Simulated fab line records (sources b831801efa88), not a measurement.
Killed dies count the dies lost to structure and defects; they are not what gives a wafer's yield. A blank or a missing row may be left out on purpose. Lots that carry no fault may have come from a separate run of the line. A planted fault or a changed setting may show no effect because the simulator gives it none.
Which tool did it? || flow sky130 || 10 lots with 30 wafers sampled at 2 steps, on a route of 708 steps

## WHAT THE GAUGES SHOWED, per wafer
SKY_VIA1_RS_MEAS_22: the measuring method here is four-point-probe.
{"lot": "L876", "measured": "day 34 00:58", "on": "film metro-04", "VIA1_W_RS (ohm/sq)": "0.429 0.432 0.419"}
{"lot": "L880", "measured": "day 35 12:44", "on": "film metro-02", "VIA1_W_RS (ohm/sq)": "0.427 0.439 0.634"}
{"lot": "L881", "measured": "day 35 16:10", "on": "film metro-02", "VIA1_W_RS (ohm/sq)": "0.622 0.633 0.425"}
{"lot": "L891", "measured": "day 38 20:14", "on": "film metro-02", "VIA1_W_RS (ohm/sq)": "0.428 0.425 0.421"}
{"lot": "L892", "measured": "day 39 03:50", "on": "film metro-04", "VIA1_W_RS (ohm/sq)": "0.420 0.427 0.430"}
{"lot": "L893", "measured": "day 39 17:02", "on": "film metro-04", "VIA1_W_RS (ohm/sq)": "0.433 0.435 0.418"}
{"lot": "L895", "measured": "day 41 09:56", "on": "film metro-02", "VIA1_W_RS (ohm/sq)": "0.418 0.435 0.419"}
{"lot": "L896", "measured": "day 41 11:45", "on": "film metro-02", "VIA1_W_RS (ohm/sq)": "0.413 0.412 0.410"}
{"lot": "L894", "measured": "day 41 13:12", "on": "film metro-02", "VIA1_W_RS (ohm/sq)": "0.418 0.429 0.417"}
{"lot": "L897", "measured": "day 41 16:32", "on": "film metro-03", "VIA1_W_RS (ohm/sq)": "0.430 0.414 0.428"}

## WHICH TOOL RAN EACH LOT (tool, then ch and the chambers of the sampled wafers, then the start)
{"lot": "L876", "SKY_VIA1_CVD_21": "cvd w-02 ch 0,1, day 34 00:52"}
{"lot": "L880", "SKY_VIA1_CVD_21": "cvd w-02 ch 0,1, day 35 12:38"}
{"lot": "L881", "SKY_VIA1_CVD_21": "cvd w-02 ch 0,1, day 35 16:05"}
{"lot": "L891", "SKY_VIA1_CVD_21": "cvd w-02 ch 0,1, day 38 20:08"}
{"lot": "L892", "SKY_VIA1_CVD_21": "cvd w-02 ch 0,1, day 39 03:44"}
{"lot": "L893", "SKY_VIA1_CVD_21": "cvd w-01 ch 0,1, day 39 16:55"}
{"lot": "L895", "SKY_VIA1_CVD_21": "cvd w-02 ch 0,1, day 41 09:50"}
{"lot": "L896", "SKY_VIA1_CVD_21": "cvd w-01 ch 0, day 41 11:40"}
{"lot": "L894", "SKY_VIA1_CVD_21": "cvd w-02 ch 0,1, day 41 13:05"}
{"lot": "L897", "SKY_VIA1_CVD_21": "cvd w-02 ch 0,1, day 41 16:26"}
- SKY_VIA1_CVD_21: deposits W, target thk 270 nm, time 80.902 s.

## THE ANSWER, worked out from the rows above alone
Rule: the usual values come from the lots themselves. The widest of any qualifying gaps counts: lots, ordered by their means at a reading, are off when they make up no more than a third of the lots, leave a main group of 4 or more, and stand apart from it by 3 or more times the standard deviation of that group's means. If all means in a main group match to the digits the tables above print for the reading, that group is not used. Also off: a lot with no number at a reading for which 4 or more lots have one. All remaining lots with rows at the step are treated as sound.
Off: L880, L881, seen at SKY_VIA1_RS_MEAS_22 (VIA1_W_RS). Mean 0.423 ohm/sq and standard deviation 0.0048 in the main group.
A tool fits if, at a process step before that reading, it ran every lot that is off, and no sound lot after the first of them. Those tools and the gauges at SKY_VIA1_RS_MEAS_22 are tried in the same way. Not one of the candidates tried fits.

## WHAT THE SIMULATOR HAD INSERTED
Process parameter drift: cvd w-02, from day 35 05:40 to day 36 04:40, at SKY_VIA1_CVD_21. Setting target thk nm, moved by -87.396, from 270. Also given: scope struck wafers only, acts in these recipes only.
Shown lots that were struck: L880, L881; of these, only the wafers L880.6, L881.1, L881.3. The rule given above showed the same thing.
